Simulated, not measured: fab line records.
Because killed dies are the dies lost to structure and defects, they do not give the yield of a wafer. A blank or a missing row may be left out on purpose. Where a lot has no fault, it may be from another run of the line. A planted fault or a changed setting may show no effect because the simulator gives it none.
Matching of chambers + flow sky130 + SKY_VIA4_CMP_02 on cmp-01: 4 sister chambers
The step polishes SiO2. 24 wafers are shown with their chamber, then 12 later ones without.

## WAFERS WITH THEIR CHAMBER
| wafer  | chamber | motor_current_A (A) |
|--------|---------|---------------------|
| L074.1 | 3       | 11.2                |
| L074.3 | 1       | 12.1                |
| L074.4 | 0       | 14.7                |
| L076.1 | 3       | 10.2                |
| L076.2 | 1       | 12.3                |
| L076.4 | 0       | 14.7                |
| L081.1 | 2       | 11.0                |
| L081.2 | 1       | 11.9                |
| L081.3 | 0       | 15.4                |
| L082.2 | 3       | 11.0                |
| L082.5 | 3       | 11.1                |
| L082.6 | 0       | 14.9                |
| L084.1 | 0       | 14.6                |
| L084.4 | 3       | 11.7                |
| L084.6 | 2       | 10.6                |
| L085.1 | 0       | 14.7                |
| L085.4 | 1       | 12.4                |
| L085.5 | 0       | 14.2                |
| L086.1 | 1       | 12.3                |
| L086.4 | 0       | 14.4                |
| L086.5 | 1       | 11.7                |
| L088.3 | 2       | 11.2                |
| L088.4 | 3       | 11.0                |
| L088.5 | 2       | 11.2                |

SIGNATURES, as means of the wafers listed above
| reading         | chamber 0 | chamber 1 | chamber 2 | chamber 3 | scatter within a chamber |
|-----------------|-----------|-----------|-----------|-----------|--------------------------|
| motor_current_A | 14.700    | 12.117    | 11.000    | 11.033    | 0.365                    |
Rule: for each reading, subtract the chamber's mean from the wafer's reading, divide by that reading's scatter and square the result; add these up over the readings and take the root, which gives the wafer's distance from the chamber. If the next closest chamber is less than 2 further off than the closest, the wafer can't be placed; otherwise it belongs to the closest. The scatter: the root of (the sum of the squares of (reading less its chamber's mean) over the shown wafers, divided by (wafers less chambers)).

## WAFERS WITHOUT THEIR CHAMBER
| wafer  | motor_current_A (A) |
|--------|---------------------|
| L091.1 | 11.4                |
| L091.3 | 14.6                |
| L091.6 | 11.7                |
| L094.2 | 11.9                |
| L094.3 | 11.8                |
| L094.4 | 11.4                |
| L096.1 | 10.9                |
| L096.4 | 14.7                |
| L096.6 | 12.1                |
| L097.1 | 12.0                |
| L097.3 | 14.9                |
| L097.4 | 11.6                |

## CHAMBER TAKEN BY EACH
| wafer  | from the rows above          | in truth |
|--------|------------------------------|----------|
| L091.1 | can't be placed: 3 or 2 or 1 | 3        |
| L091.3 | 0                            | 0        |
| L091.6 | can't be placed: 1 or 3 or 2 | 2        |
| L094.2 | can't be placed: 1 or 3 or 2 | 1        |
| L094.3 | can't be placed: 1 or 3 or 2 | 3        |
| L094.4 | can't be placed: 3 or 2 or 1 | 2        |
| L096.1 | can't be placed: 2 or 3      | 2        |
| L096.4 | 0                            | 0        |
| L096.6 | 1                            | 1        |
| L097.1 | 1                            | 1        |
| L097.3 | 0                            | 0        |
| L097.4 | can't be placed: 1 or 3 or 2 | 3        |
Correct placement for 5 of the 12. Not placeable from these rows: 7 (in 7, the candidates include the true chamber). Wrongly placed: 0.
